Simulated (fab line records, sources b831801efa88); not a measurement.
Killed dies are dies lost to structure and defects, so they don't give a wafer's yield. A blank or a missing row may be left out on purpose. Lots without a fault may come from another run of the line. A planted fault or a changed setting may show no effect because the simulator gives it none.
fab line records | flow gf180mcu
record lots=5 wafers=15 last_day=33
route steps=602 shown M2@372 V2@382 M3@409
lots that met no fault: from a run of the same line without faults
start_h: hours from the record's first day to the start of the lot's first wafer shown | wait_h: hours since the lot's step before | " the same as in the row above | L1.1+2: a row that stands for several wafers | - no value, or no start given | * or withheld: withheld | < > ~ a bound
route shown NAME@n: a module of which the file shows steps, and the number in the route of the first | usual: mean/standard deviation of fault-free wafers | same: alike in all rows | chamber/n: place in a boat | sites: the reading at each site | _std_site: their standard deviation | _edge_site: outer sites' mean less inner sites' | radius_mm: how far each site lies from the wafer's centre | mask NAME#n: copy n | behind: the tool/chamber that last shaped the wafer | hold: why the lot was held/for how many hours/how that ended | device: the transistor (n, p or np) that didn't switch | end of line: the same wafers' tests at the end of the route | a step without rows: its recipe alone | killed: dies lost to structure and defects at the first sort, not the wafer's yield | map: a wafer's dies, x killed, . not, _ none there
set.NAME: the setting as run; set.NAME@STEP: as run at that earlier step | model.NAME: the simulator's own value behind a step, which no gauge read
lots at some steps of the route; a table a step, a row a wafer
services: from which hour (start_h, from the record's first day; less than 0 if before it) a tool's chamber was out of use, for how many hours, and why
## steps
# step GF_M2_SOFTBAKE_10
# recipe temp_c=130 time_s=60 resist=KrF
# same time_s=60
# columns lot.wafer tool chamber start_h wait_h
L075.1+2+4 litho_track-04 0 433.75 0.1
L079.2+3+4 litho_track-01 0 478.98 0.1
L078.3+4+6 litho_track-04 0 480.40 0.1
L086.1+2+6 litho_track-04 0 547.85 0.1
L092.3+4+5 litho_track-04 0 584.60 0.1
# step GF_M2_EXPOSE_11
# recipe mask_id=Metal2 target_cd_nm=280 na=0.68 source_shape=conventional sigma_outer=0.6 dose_mj=28
# columns lot.wafer tool chamber start_h wait_h mask
L075.1+2+4 krf_scanner-02 0 - - Metal2#0
L079.2+3+4 krf_scanner-01 0 - - Metal2#0
L078.3+4+6 krf_scanner-01 0 - - Metal2#0
L086.1+2+6 krf_scanner-02 0 - - Metal2#0
L092.3+4+5 krf_scanner-02 0 - - Metal2#0
# step GF_M2_PEB_12
# recipe peb_temp_c=135 peb_time_s=90 resist=KrF
# columns lot.wafer tool chamber start_h wait_h
L075.1+2+4 litho_track-03 0 - -
L079.2+3+4 litho_track-04 0 - -
L078.3+4+6 litho_track-04 0 - -
L086.1+2+6 litho_track-03 0 - -
L092.3+4+5 litho_track-01 0 - -
# step GF_M2_DEVELOP_13
# recipe develop_time_s=60 dev_temp_c=21
# columns lot.wafer tool chamber start_h wait_h
L075.1+2+4 litho_track-03 0 446.64 0.2
L079.2+3+4 litho_track-04 0 491.38 0.2
L078.3+4+6 litho_track-04 0 492.50 0.1
L086.1+2+6 litho_track-03 0 558.44 0.2
L092.3+4+5 litho_track-01 0 595.25 0.1
# step GF_M2_CD_MEAS_14
# recipe target_cd_nm=280
# usual cd_nm=279.7/1.1
# columns lot.wafer tool chamber start_h wait_h cd_nm
L075.1 cd_sem-02 - 446.79 0.1 280.8
L075.2 " - " " 280.4
L075.4 " - " " 280.7
L079.2 cd_sem-02 - 491.52 0.1 280.2
L079.3 " - " " 280.4
L079.4 " - " " 280.9
L078.3 cd_sem-01 - 492.64 0.1 280.4
L078.4 " - " " 281.9
L078.6 " - " " 280.7
L086.1 cd_sem-01 - 558.59 0.1 278.3
L086.2 " - " " 280.3
L086.6 " - " " 280.2
L092.3 cd_sem-02 - 595.39 0.1 280.3
L092.4 " - " " 281.3
L092.5 " - " " 280.2
# step GF_M2_OVL_MEAS_15
# usual M2_OVL=2/4.5
# columns lot.wafer tool chamber start_h wait_h M2_OVL[nm]
L075.1 overlay-01 - 446.91 0.1 2
L075.2 " - " " -2
L075.4 " - " " 0
L079.2 overlay-02 - 491.63 0.1 -1
L079.3 " - " " 4
L079.4 " - " " -2
L078.3 overlay-01 - 492.73 0.1 13
L078.4 " - " " 2
L078.6 " - " " 9
L086.1 overlay-02 - 558.71 0.1 2
L086.2 " - " " -3
L086.6 " - " " -2
L092.3 overlay-02 - 595.48 0.1 -2
L092.4 " - " " -2
L092.5 " - " " 1
# step GF_M2_METAL_ETCH_16
# recipe chemistry=Cl2/BCl3 mask_material=KrF target_depth_nm=750.8 stop_on=SiO2 pressure_mtorr=8 icp_w=800 bias_w=140 Cl2_flow_sccm=80 bcl3_flow_sccm=40 time_s=125.1
# usual drypump_motor_current_A=5.8/0.64 oes_product_au=0.986/0.007 throttle_valve_pct=28.234/0.011
# same time_s=125.1
# columns lot.wafer tool chamber start_h wait_h drypump_motor_current_A oes_product_au rf_hours_counter_h throttle_valve_pct
L075.1 rie_metal-01 0 446.94 0.0 6.1 1.000 0 28.231
L075.2 " 1 " " 4.7 0.992 6 28.236
L075.4 " 0 " " 6.1 0.988 - 28.221
L079.2 rie_metal-04 1 491.66 0.0 5.5 0.984 8 28.236
L079.3 " 1 " " 5.5 0.982 - 28.235
L079.4 " 0 " " 6.4 0.989 - 28.233
L078.3 rie_metal-02 0 492.80 0.1 6.0 0.975 - 28.249
L078.4 " 1 " " 6.4 0.990 - 28.232
L078.6 " 1 " " 6.5 0.987 - 28.222
L086.1 rie_metal-02 0 558.74 0.0 6.0 0.993 5 28.223
L086.2 " 1 " " 6.5 0.990 1 28.230
L086.6 " 0 " " 6.0 0.986 - 28.243
L092.3 rie_metal-01 1 595.55 0.1 4.7 0.992 - 28.226
L092.4 " 0 " " 6.0 0.996 - 28.251
L092.5 " 1 " " 4.7 0.975 - 28.229
# step GF_M2_STRIP_17
# recipe chemistry=O2/N2 power_w=1400 pressure_mtorr=1500 platen_temp_c=250 o2_flow_sccm=3000 n2_flow_sccm=300 overash_fraction=0.5
# usual drypump_motor_current_A=5.4/0.48 heater_power_w=330/56 o2_flow_sccm=2998/9.3 oes_product_au=0.539/0.0048 strip_time_to_endpoint_s=7.43/0.047
# columns lot.wafer tool chamber start_h wait_h drypump_motor_current_A heater_power_w o2_flow_sccm oes_product_au rf_hours_counter_h strip_time_to_endpoint_s
L075.1 plasma_asher-01 0 447.07 0.1 4.8 324 3008 0.545 31 7.37
L075.2 " 1 " " 5.7 263 3002 0.534 31 7.38
L075.4 " 1 " " 5.7 264 3005 0.539 - 7.37
L079.2 plasma_asher-03 0 491.79 0.1 5.7 453 3003 0.542 5 7.46
L079.3 " 0 " " 5.7 444 3010 0.537 - 7.46
L079.4 " 1 " " 5.5 314 3010 0.543 - 7.47
L078.3 plasma_asher-03 1 492.92 0.1 5.5 320 2999 0.536 - 7.41
L078.4 " 0 " " 5.7 442 3007 0.533 - 7.40
L078.6 " 1 " " 5.5 312 3008 0.541 - 7.43
L086.1 plasma_asher-03 1 558.87 0.1 5.5 321 2996 0.528 13 7.45
L086.2 " 0 " " 5.7 432 2992 0.537 13 7.43
L086.6 " 1 " " 5.5 311 3001 0.534 - 7.42
L092.3 plasma_asher-01 0 595.67 0.1 4.8 321 2998 0.540 - 7.36
L092.4 " 1 " " 5.7 267 2996 0.525 - 7.31
L092.5 " 1 " " 5.7 259 3000 0.544 - 7.34
# step GF_M2_STRIP_18
# recipe chemistry=post_etch_residue_remover time_s=1200 temp_c=72.5
# usual bath_heat_duty_pct=14.1/1.5
# same time_s=1200
# columns lot.wafer tool chamber start_h wait_h bath_heat_duty_pct
L075.1 wet_bench-04 2 447.17 0.1 16.5
L075.2 " 2 " " 15.9
L075.4 " 2 " " 15.2
L079.2 wet_bench-04 1 491.89 0.1 16.0
L079.3 " 1 " " 15.1
L079.4 " 1 " " 15.6
L078.3 wet_bench-02 0 492.99 0.0 12.7
L078.4 " 0 " " 12.8
L078.6 " 0 " " 13.1
L086.1 wet_bench-03 1 558.97 0.1 15.0
L086.2 " 1 " " 15.3
L086.6 " 1 " " 13.6
L092.3 wet_bench-04 1 595.73 0.0 13.7
L092.4 " 1 " " 15.4
L092.5 " 1 " " 15.0
# step GF_M2_CLEAN_19
# recipe chemistry=DIW dry=n2_spin
# columns lot.wafer tool chamber start_h wait_h
L075.1+2+4 wet_bench-02 1 447.51 0.0
L079.2+3+4 wet_bench-02 1 492.23 0.0
L078.3+4+6 wet_bench-02 1 493.33 0.0
L086.1+2+6 wet_bench-02 2 559.34 0.0
L092.3+4+5 wet_bench-03 1 596.11 0.0
# step GF_V2_CVD_00
# recipe material=SiO2 target_thk_nm=600 sigma_open_frac=0.3 temp_c=400 time_s=100 sih4_flow_sccm=60 pressure_mtorr=6
# same time_s=100
# columns lot.wafer tool chamber start_h wait_h
L075.1+2+4 hdpcvd-02 2,1,0 447.61 0.0
L079.2+3+4 hdpcvd-02 0,2,2 492.32 0.0
L078.3+4+6 hdpcvd-01 1,0,2 493.42 0.0
L086.1+2+6 hdpcvd-02 0,1,2 559.44 0.0
L092.3+4+5 hdpcvd-01 0,2,1 596.20 0.0
# step GF_V2_THK_MEAS_01
# recipe reads=SiO2_of_V2_CVD_00
# usual V2_CVD_00_THK=601/6.4
# columns lot.wafer tool chamber start_h wait_h V2_CVD_00_THK[nm]
L075.1 film_metro-02 - 447.71 0.1 601
L075.2 " - " " 605
L075.4 " - " " 594
L079.2 film_metro-02 - 492.40 0.0 599
L079.3 " - " " 607
L079.4 " - " " 598
L078.3 film_metro-02 - 493.51 0.1 601
L078.4 " - " " 601
L078.6 " - " " 603
L086.1 film_metro-02 - 559.51 0.0 597
L086.2 " - " " 604
L086.6 " - " " 601
L092.3 film_metro-03 - 596.29 0.1 603
L092.4 " - " " 603
L092.5 " - " " 610
# step GF_V2_CVD_02
# recipe material=SiO2 target_thk_nm=850 precursor=TEOS temp_c=400 time_s=94.851 rf_w=600
# usual heater_power_outer_w=410/68 heater_power_w=679/87
# same time_s=94.851
# columns lot.wafer tool chamber start_h wait_h heater_power_outer_w heater_power_w
L075.1 pecvd-02 2 447.77 0.1 348 692
L075.2 " 1 " " 611 847
L075.4 " 0 " " 377 626
L079.2 pecvd-02 1 492.45 0.0 587 860
L079.3 " 0 " " 385 658
L079.4 " 2 " " 364 708
L078.3 pecvd-01 0 493.55 0.0 303 527
L078.4 " 1 " " 516 832
L078.6 " 2 " " 342 665
L086.1 pecvd-04 2 559.57 0.1 393 654
L086.2 " 0 " " 408 610
L086.6 " 2 " " 436 708
L092.3 pecvd-04 2 596.33 0.0 447 719
L092.4 " 0 " " 388 581
L092.5 " 2 " " 482 757
# step GF_V2_THK_MEAS_03
# recipe reads=SiO2_of_V2_CVD_02
# usual V2_CVD_02_THK=849/11
# columns lot.wafer tool chamber start_h wait_h V2_CVD_02_THK[nm]
L075.1 film_metro-02 - 447.84 0.0 841
L075.2 " - " " 821
L075.4 " - " " 837
L079.2 film_metro-04 - 492.53 0.0 846
L079.3 " - " " 846
L079.4 " - " " 855
L078.3 film_metro-03 - 493.64 0.1 829
L078.4 " - " " 836
L078.6 " - " " 854
L086.1 film_metro-04 - 559.64 0.0 845
L086.2 " - " " 849
L086.6 " - " " 857
L092.3 film_metro-02 - 596.42 0.1 834
L092.4 " - " " 848
L092.5 " - " " 844
# step GF_V2_CMP_04
# recipe material=SiO2 down_force_psi=4 platen_rpm=60 pad_velocity_m_s=0.94248
# usual head_pressure_psi=4.000/0.0089 motor_current_A=11.7/0.88 time_to_endpoint_s=80/5.7
# columns lot.wafer tool chamber start_h wait_h head_pressure_psi motor_current_A time_to_endpoint_s
L075.1 cmp-02 2 447.90 0.1 4.003 12.5 78
L075.2 " 3 " " 4.015 10.6 68
L075.4 " 1 " " 3.997 12.6 83
L079.3 cmp-02 0 492.63 0.1 4.006 11.9 84
L079.2 " 1 " " 4.003 12.3 87
L079.4 " 2 " " 4.009 11.6 84
L078.3 cmp-01 3 493.78 0.1 3.994 12.6 71
L078.4 " 0 " " 3.996 11.0 70
L078.6 " 2 " " 3.989 12.7 79
L086.2 cmp-02 2 559.70 0.0 4.004 12.2 83
L086.1 " 1 " " 4.008 12.8 88
L086.6 " 2 " " 4.017 12.8 85
L092.4 cmp-02 3 596.46 0.0 3.979 10.3 78
L092.3 " 1 " " 4.014 12.4 78
L092.5 " 3 " " 3.990 11.2 75
# step GF_V2_BOW_MEAS_05
# recipe mode=bow
# usual V2_BOW=100/8.5
# columns lot.wafer tool chamber start_h wait_h V2_BOW[um]
L075.1 film_metro-02 - 448.20 0.2 109
L075.2 " - " " 115
L075.4 " - " " 98
L079.2 film_metro-03 - 492.90 0.2 110
L079.3 " - " " 96
L079.4 " - " " 96
L078.3 film_metro-03 - 494.02 0.2 96
L078.4 " - " " 99
L078.6 " - " " 109
L086.1 film_metro-03 - 560.00 0.1 100
L086.2 " - " " 118
L086.6 " - " " 103
L092.3 film_metro-04 - 596.80 0.2 109
L092.4 " - " " 85
L092.5 " - " " 89
# step GF_V2_DEHYDRATE_06
# recipe temp_c=200 time_s=60
# same time_s=60
# columns lot.wafer tool chamber start_h wait_h
L075.1+2+4 litho_track-02 0 459.36 11.1
L079.2+3+4 litho_track-03 0 503.86 10.9
L078.3+4+6 litho_track-01 0 504.85 10.8
L086.1+2+6 litho_track-01 0 571.00 11.0
L092.3+4+5 litho_track-02 0 606.46 9.6
# step GF_V2_HMDS_07
# recipe prime_time_s=60 prime_temp_c=120
# columns lot.wafer tool chamber start_h wait_h
L075.1+2+4 litho_track-02 0 459.51 0.1
L079.2+3+4 litho_track-03 0 504.01 0.1
L078.3+4+6 litho_track-01 0 505.00 0.1
L086.1+2+6 litho_track-01 0 571.15 0.1
L092.3+4+5 litho_track-02 0 606.61 0.1
# step GF_V2_COAT_08
# recipe resist=BARC temp_c=withheld time_s=withheld spin_rpm=withheld resist_thk_nm=withheld
# columns lot.wafer tool chamber start_h wait_h
L075.1+2+4 litho_track-02 0 459.66 0.1
L079.2+3+4 litho_track-03 0 504.16 0.1
L078.3+4+6 litho_track-01 0 505.15 0.1
L086.1+2+6 litho_track-01 0 571.30 0.1
L092.3+4+5 litho_track-02 0 606.76 0.1
# step GF_V2_COAT_09
# recipe resist=KrF spin_rpm=withheld resist_thk_nm=1000
# columns lot.wafer tool chamber start_h wait_h
L075.1+2+4 litho_track-02 0 - -
L079.2+3+4 litho_track-03 0 - -
L078.3+4+6 litho_track-01 0 - -
L086.1+2+6 litho_track-01 0 - -
L092.3+4+5 litho_track-02 0 - -
# step GF_V2_SOFTBAKE_10
# recipe temp_c=130 time_s=60 resist=KrF
# same time_s=60
# columns lot.wafer tool chamber start_h wait_h
L075.1+2+4 litho_track-02 0 - -
L079.2+3+4 litho_track-03 0 - -
L078.3+4+6 litho_track-01 0 - -
L086.1+2+6 litho_track-01 0 - -
L092.3+4+5 litho_track-02 0 - -
# step GF_V2_EXPOSE_11
# recipe mask_id=Via2 target_cd_nm=260 na=0.68 source_shape=conventional sigma_outer=0.6 dose_mj=38
# columns lot.wafer tool chamber start_h wait_h mask
L075.1+2+4 krf_scanner-01 0 - - Via2#0
L079.2+3+4 krf_scanner-01 0 - - Via2#0
L078.3+4+6 krf_scanner-01 0 - - Via2#0
L086.1+2+6 krf_scanner-02 0 - - Via2#0
L092.3+4+5 krf_scanner-02 0 - - Via2#0
# step GF_V2_PEB_12
# recipe peb_temp_c=135 peb_time_s=90 resist=KrF
# columns lot.wafer tool chamber start_h wait_h
L075.1+2+4 litho_track-03 0 - -
L079.2+3+4 litho_track-01 0 - -
L078.3+4+6 litho_track-01 0 - -
L086.1+2+6 litho_track-02 0 - -
L092.3+4+5 litho_track-02 0 - -
# step GF_V2_DEVELOP_13
# recipe develop_time_s=60 resist=KrF dev_temp_c=21
# columns lot.wafer tool chamber start_h wait_h
L075.1+2+4 litho_track-03 0 472.74 0.2
L079.2+3+4 litho_track-01 0 516.23 0.2
L078.3+4+6 litho_track-01 0 517.80 0.1
L086.1+2+6 litho_track-02 0 581.81 0.2
L092.3+4+5 litho_track-02 0 617.91 0.1
# step GF_V2_CD_MEAS_14
# recipe target_cd_nm=260
# usual cd_nm=260.1/1.3
# columns lot.wafer tool chamber start_h wait_h cd_nm
L075.1 cd_sem-01 - 472.89 0.1 259.0
L075.2 " - " " 258.8
L075.4 " - " " 259.6
L079.2 cd_sem-01 - 516.37 0.1 261.3
L079.3 " - " " 260.7
L079.4 " - " " 260.6
L078.3 cd_sem-01 - 517.94 0.1 261.5
L078.4 " - " " 262.0
L078.6 " - " " 260.6
L086.1 cd_sem-02 - 581.96 0.1 261.4
L086.2 " - " " 261.2
L086.6 " - " " 260.7
L092.3 cd_sem-02 - 618.05 0.1 260.6
L092.4 " - " " 259.6
L092.5 " - " " 259.6
# step GF_V2_OVL_MEAS_15
# usual V2_OVL=1/4.9
# columns lot.wafer tool chamber start_h wait_h V2_OVL[nm]
L075.1 overlay-01 - 473.01 0.1 -2
L075.2 " - " " 1
L075.4 " - " " -4
L079.2 overlay-02 - 516.48 0.1 -5
L079.3 " - " " 1
L079.4 " - " " -3
L078.3 overlay-02 - 518.03 0.1 3
L078.4 " - " " -1
L078.6 " - " " -4
L086.1 overlay-02 - 582.08 0.1 4
L086.2 " - " " 6
L086.6 " - " " 1
L092.3 overlay-01 - 618.14 0.1 8
L092.4 " - " " 4
L092.5 " - " " 8
# step GF_V2_ETCH_16
# recipe chemistry=N2/H2 target_depth_a=withheld overetch_a=withheld time_s=withheld target=BARC ion_energy_ev=200 source_w=500 bias_w=100 pressure_mtorr=30 n2_flow_sccm=100 h2_flow_sccm=200
# usual drypump_motor_current_A=5.85/0.3 oes_product_au=0.855/0.0048 throttle_valve_pct=13.226/0.01
# columns lot.wafer tool chamber start_h wait_h drypump_motor_current_A oes_product_au throttle_valve_pct
L075.1 rie_diel-02 3 473.04 0.0 5.25 0.855 13.211
L075.2 " 2 " " 6.38 0.853 13.237
L075.4 " 0 " " 5.71 0.849 13.233
L079.2 rie_diel-01 3 516.51 0.0 5.85 0.851 13.234
L079.3 " 0 " " 5.90 0.855 13.224
L079.4 " 2 " " 5.57 0.856 13.239
L078.3 rie_diel-03 0 518.06 0.0 6.27 0.854 13.230
L078.4 " 2 " " 5.89 0.849 13.222
L078.6 " 1 " " 6.44 0.857 13.247
L086.1 rie_diel-03 1 582.11 0.0 6.40 0.860 13.228
L086.2 " 3 " " 5.62 0.857 13.219
L086.6 " 3 " " 5.62 0.857 13.233
L092.3 rie_diel-02 1 618.16 0.0 6.04 0.851 13.223
L092.4 " 2 " " 6.38 0.868 13.219
L092.5 " 0 " " 5.70 0.850 13.217
# step GF_V2_ETCH_17
# recipe chemistry=C4F8/O2/Ar mask_material=KrF target=SiO2 stop_on=TiN source_w=1500 bias_w=1200 pressure_mtorr=40 c4f8_flow_sccm=withheld O2_flow_sccm=6 Ar_flow_sccm=300 time_s=withheld target_depth_a=6300
# usual oes_product_au=0.855/0.0047
# columns lot.wafer tool chamber start_h wait_h oes_product_au
L075.1 rie_diel-02 3 - - 0.854
L075.2 " 2 " " 0.853
L075.4 " 0 " " 0.850
L079.2 rie_diel-01 3 - - 0.857
L079.3 " 0 " " 0.844
L079.4 " 2 " " 0.859
L078.3 rie_diel-03 0 - - 0.859
L078.4 " 2 " " 0.846
L078.6 " 1 " " 0.854
L086.1 rie_diel-03 1 - - 0.860
L086.2 " 3 " " 0.852
L086.6 " 3 " " 0.857
L092.3 rie_diel-02 1 - - 0.861
L092.4 " 2 " " 0.852
L092.5 " 0 " " 0.854
# step GF_V2_STRIP_18
# recipe chemistry=O2/N2 power_w=1400 pressure_mtorr=1500 platen_temp_c=250 o2_flow_sccm=3000 n2_flow_sccm=300 overash_fraction=0.5
# usual drypump_motor_current_A=5.4/0.4 heater_power_w=326/60 o2_flow_sccm=3000/9.2 oes_product_au=0.592/0.0046
# columns lot.wafer tool chamber start_h wait_h drypump_motor_current_A heater_power_w o2_flow_sccm oes_product_au rf_hours_counter_h
L075.1 plasma_asher-01 1 473.17 - 5.7 272 3010 0.589 33
L075.2 " 0 " " 4.8 325 3005 0.592 33
L075.4 " 1 " " 5.7 267 3014 0.587 -
L079.2 plasma_asher-03 1 516.63 - 5.5 314 2997 0.583 8
L079.3 " 1 " " 5.5 314 2997 0.577 -
L079.4 " 0 " " 5.7 440 2982 0.589 -
L078.3 plasma_asher-03 0 518.22 - 5.7 433 3004 0.600 -
L078.4 " 1 " " 5.5 313 3016 0.589 -
L078.6 " 1 " " 5.5 312 2987 0.599 -
L086.1 plasma_asher-01 0 582.24 - 4.8 330 3007 0.588 45
L086.2 " 1 " " 5.7 267 2988 0.597 45
L086.6 " 0 " " 4.8 329 3000 0.595 -
L092.3 plasma_asher-01 1 618.33 - 5.7 267 2999 0.592 -
L092.4 " 0 " " 4.8 325 3011 0.589 -
L092.5 " 0 " " 4.8 339 3009 0.598 -
# step GF_V2_STRIP_19
# recipe chemistry=post_etch_residue_remover time_s=1200 temp_c=72.5
# usual bath_heat_duty_pct=13.8/1.5
# same time_s=1200
# columns lot.wafer tool chamber start_h wait_h bath_heat_duty_pct
L075.1 wet_bench-01 1 473.27 0.1 13.2
L075.2 " 1 " " 12.6
L075.4 " 1 " " 14.1
L079.2 wet_bench-03 1 516.73 0.1 14.3
L079.3 " 1 " " 13.6
L079.4 " 1 " " 13.6
L078.3 wet_bench-04 0 518.28 0.0 12.7
L078.4 " 0 " " 13.1
L078.6 " 0 " " 11.5
L086.1 wet_bench-04 2 582.34 0.1 14.3
L086.2 " 2 " " 16.2
L086.6 " 2 " " 15.6
L092.3 wet_bench-03 0 618.39 0.0 11.4
L092.4 " 0 " " 11.0
L092.5 " 0 " " 12.0
# step GF_V2_CLEAN_20
# recipe chemistry=DIW dry=n2_spin
# columns lot.wafer tool chamber start_h wait_h
L075.1+2+4 wet_bench-04 1 473.61 0.0
L079.2+3+4 wet_bench-04 0 517.08 0.0
L078.3+4+6 wet_bench-01 3 518.63 0.0
L086.1+2+6 wet_bench-01 3 582.75 0.0
L092.3+4+5 wet_bench-01 1 618.77 0.0
# step GF_V2_SPUTTER_21
# recipe material=Ti target_thk_nm=15 chamber_pressure_pa=5 power_w=2500 substrate_temp_c=200 time_s=80.02
# usual cathode_dc_power_W=2500.0/0.45 throttle_valve_pct=29.6/1.4
# same time_s=80.02
# columns lot.wafer tool chamber start_h wait_h cathode_dc_power_W throttle_valve_pct
L075.1 pvd_sputter-04 - 473.71 0.0 2498.9 29.5
L075.2 " - " " 2499.7 31.2
L075.4 " - " " 2500.4 31.5
L079.2 pvd_sputter-03 - 517.17 0.0 2499.8 30.9
L079.3 " - " " 2499.5 30.1
L079.4 " - " " 2500.3 30.3
L078.3 pvd_sputter-03 - 518.72 0.0 2499.9 31.1
L078.4 " - " " 2499.9 30.1
L078.6 " - " " 2500.3 30.1
L086.1 pvd_sputter-01 - 582.84 0.0 2500.2 27.9
L086.2 " - " " 2500.1 27.1
L086.6 " - " " 2500.5 27.2
L092.3 pvd_sputter-01 - 618.87 0.0 2500.2 28.5
L092.4 " - " " 2500.0 29.2
L092.5 " - " " 2500.5 27.3
# step GF_V2_SPUTTER_22
# recipe material=TiN target_thk_nm=10 chamber_pressure_pa=5 power_w=4000 time_s=40
# usual cathode_dc_power_W=4000.0/0.69 throttle_valve_pct=29.6/1.4
# same time_s=40
# columns lot.wafer tool chamber start_h wait_h cathode_dc_power_W throttle_valve_pct
L075.1 pvd_sputter-04 - 473.77 0.0 3998.9 29.5
L075.2 " - " " 3999.0 31.0
L075.4 " - " " 3999.1 31.3
L079.2 pvd_sputter-03 - 517.23 0.0 3998.3 31.1
L079.3 " - " " 4000.1 30.3
L079.4 " - " " 3999.6 30.2
L078.3 pvd_sputter-03 - 518.78 0.0 4001.0 31.0
L078.4 " - " " 3999.9 30.1
L078.6 " - " " 3999.9 30.3
L086.1 pvd_sputter-01 - 582.90 0.0 4000.2 28.2
L086.2 " - " " 4000.1 27.3
L086.6 " - " " 4001.5 26.9
L092.3 pvd_sputter-01 - 618.93 0.0 4000.2 28.1
L092.4 " - " " 3999.9 29.4
L092.5 " - " " 4000.5 26.8
# step GF_V2_CVD_23
# recipe material=W target_thk_nm=350 time_s=104.94 temp_c=400 pressure_torr=40
# usual heater_power_outer_w=562/55 heater_power_w=889/35
# same time_s=104.94
# columns lot.wafer tool chamber start_h wait_h heater_power_outer_w heater_power_w
L075.1 cvd_w-01 0 473.81 0.0 485 839
L075.2 " 1 " " 645 914
L075.4 " 0 " " 484 820
L079.2 cvd_w-01 1 517.27 0.0 646 923
L079.3 " 1 " " 652 919
L079.4 " 0 " " 487 831
L078.3 cvd_w-02 1 518.86 0.1 559 886
L078.4 " 0 " " 557 914
L078.6 " 1 " " 570 888
L086.1 cvd_w-02 1 582.94 0.0 573 881
L086.2 " 0 " " 544 906
L086.6 " 0 " " 554 904
L092.3 cvd_w-01 0 619.00 0.1 494 852
L092.4 " 1 " " 635 918
L092.5 " 0 " " 497 836
# step GF_V2_RS_MEAS_24
# recipe thk_meas_gauge=four-point-probe reads=W_of_V2_CVD_23+TiN_of_V2_SPUTTER_22+Ti_of_V2_SPUTTER_21
# usual V2_W_RS=0.329/0.0035
# columns lot.wafer tool chamber start_h wait_h V2_W_RS[ohm/sq]
L075.1 film_metro-04 - 473.92 0.1 0.333
L075.2 " - " " 0.337
L075.4 " - " " 0.330
L079.2 film_metro-04 - 517.40 0.1 0.327
L079.3 " - " " 0.330
L079.4 " - " " 0.328
L078.3 film_metro-02 - 518.97 0.1 0.325
L078.4 " - " " 0.326
L078.6 " - " " 0.322
L086.1 film_metro-02 - 583.05 0.1 0.331
L086.2 " - " " 0.335
L086.6 " - " " 0.330
L092.3 film_metro-04 - 619.12 0.1 0.328
L092.4 " - " " 0.327
L092.5 " - " " 0.334
# step GF_V2_THK_MEAS_25
# recipe thk_meas_gauge=xrf reads=W_of_V2_CVD_23
# usual V2_W_THK=350/4.3
# columns lot.wafer tool chamber start_h wait_h V2_W_THK[nm]
L075.1 film_metro-04 - 474.04 0.1 350
L075.2 " - " " 343
L075.4 " - " " 352
L079.2 film_metro-04 - 517.51 0.1 353
L079.3 " - " " 351
L079.4 " - " " 353
L078.3 film_metro-02 - 519.07 0.1 350
L078.4 " - " " 349
L078.6 " - " " 352
L086.1 film_metro-02 - 583.17 0.1 347
L086.2 " - " " 342
L086.6 " - " " 348
L092.3 film_metro-04 - 619.22 0.1 352
L092.4 " - " " 352
L092.5 " - " " 344
# step GF_V2_CMP_26
# recipe stop_on=SiO2 down_force_psi=3.5 platen_rpm=60 t_overpolish_s=15 target_thk_nm=0 pad_velocity_m_s=0.94248
# usual head_pressure_psi=3.499/0.0082 motor_current_A=10.7/0.86 overpolish_run_s=14.999/0.0097 time_to_endpoint_s=86/4
# columns lot.wafer tool chamber start_h wait_h head_pressure_psi motor_current_A overpolish_run_s time_to_endpoint_s
L075.2 cmp-02 2 474.15 0.1 3.505 11.2 14.999 82
L075.4 " 3 " " 3.494 9.7 14.999 83
L075.1 " 0 " " 3.484 10.7 15.003 86
L079.3 cmp-01 2 517.61 0.1 3.507 10.6 15.010 85
L079.2 " 3 " " 3.493 11.6 14.995 87
L079.4 " 0 " " 3.513 10.7 14.993 82
L078.3 cmp-01 0 519.11 0.0 3.500 10.2 15.003 83
L078.4 " 1 " " 3.508 9.3 15.003 89
L078.6 " 1 " " 3.491 9.1 15.005 93
L086.1 cmp-02 3 583.33 0.1 3.497 10.0 14.983 80
L086.2 " 0 " " 3.503 10.5 15.008 83
L086.6 " 2 " " 3.502 11.6 14.990 81
L092.3 cmp-02 0 619.31 0.1 3.515 10.2 15.012 88
L092.4 " 2 " " 3.482 10.7 14.997 85
L092.5 " 0 " " 3.515 9.9 15.018 87
# step GF_M3_SPUTTER_00
# recipe material=Ti target_thk_nm=37.5 arriving_ion_energy_ev=80 substrate_temp_c=200 chamber_pressure_pa=2 power_w=4000 time_s=150
# usual cathode_dc_power_W=4000.0/0.7 throttle_valve_pct=29.6/1.5
# same time_s=150
# columns lot.wafer tool chamber start_h wait_h cathode_dc_power_W throttle_valve_pct
L075.1 pvd_sputter-01 - 474.40 0.1 3999.5 28.3
L075.2 " - " " 4000.3 27.1
L075.4 " - " " 3999.7 29.4
L079.2 pvd_sputter-02 - 517.86 0.1 3998.8 30.8
L079.3 " - " " 4001.4 31.4
L079.4 " - " " 4001.2 29.0
L078.3 pvd_sputter-02 - 519.41 0.2 3999.6 29.1
L078.4 " - " " 4001.1 31.2
L078.6 " - " " 4000.0 31.4
L086.1 pvd_sputter-02 - 583.53 0.1 3999.5 30.6
L086.2 " - " " 4000.6 31.5
L086.6 " - " " 3999.3 30.4
L092.3 pvd_sputter-04 - 619.56 0.2 4000.2 31.3
L092.4 " - " " 4000.1 31.7
L092.5 " - " " 4000.3 29.3
## services
# columns tool chamber start_h hours kind
cmp-02 - 411.07 4.2 repair
krf_scanner-01 - 418.09 0.8 pm
plasma_asher-03 - 421.25 9.0 pm
wet_bench-04 - 425.82 1.0 repair
krf_scanner-02 - 436.23 1.0 pm
krf_scanner-02 - 438.43 1.1 repair
cmp-02 - 449.29 4.4 pm
krf_scanner-02 - 461.31 0.8 pm
krf_scanner-01 - 463.72 1.0 pm
krf_scanner-02 - 464.72 0.8 pm
plasma_asher-03 - 473.02 6.1 repair
krf_scanner-02 - 482.53 4.0 pm
krf_scanner-01 - 493.57 4.4 pm
pvd_sputter-01 - 495.11 29.0 repair
krf_scanner-01 - 515.36 0.7 repair
cmp-02 - 519.18 3.3 repair
krf_scanner-01 - 526.63 1.3 pm
krf_scanner-01 - 537.22 4.0 pm
krf_scanner-02 - 560.13 1.3 pm
cmp-02 - 561.06 11.1 pm
cmp-02 - 572.69 4.0 pm
krf_scanner-01 - 586.89 0.8 pm
cmp-02 - 589.84 4.5 pm
krf_scanner-01 - 597.22 3.6 pm
## key
fault none
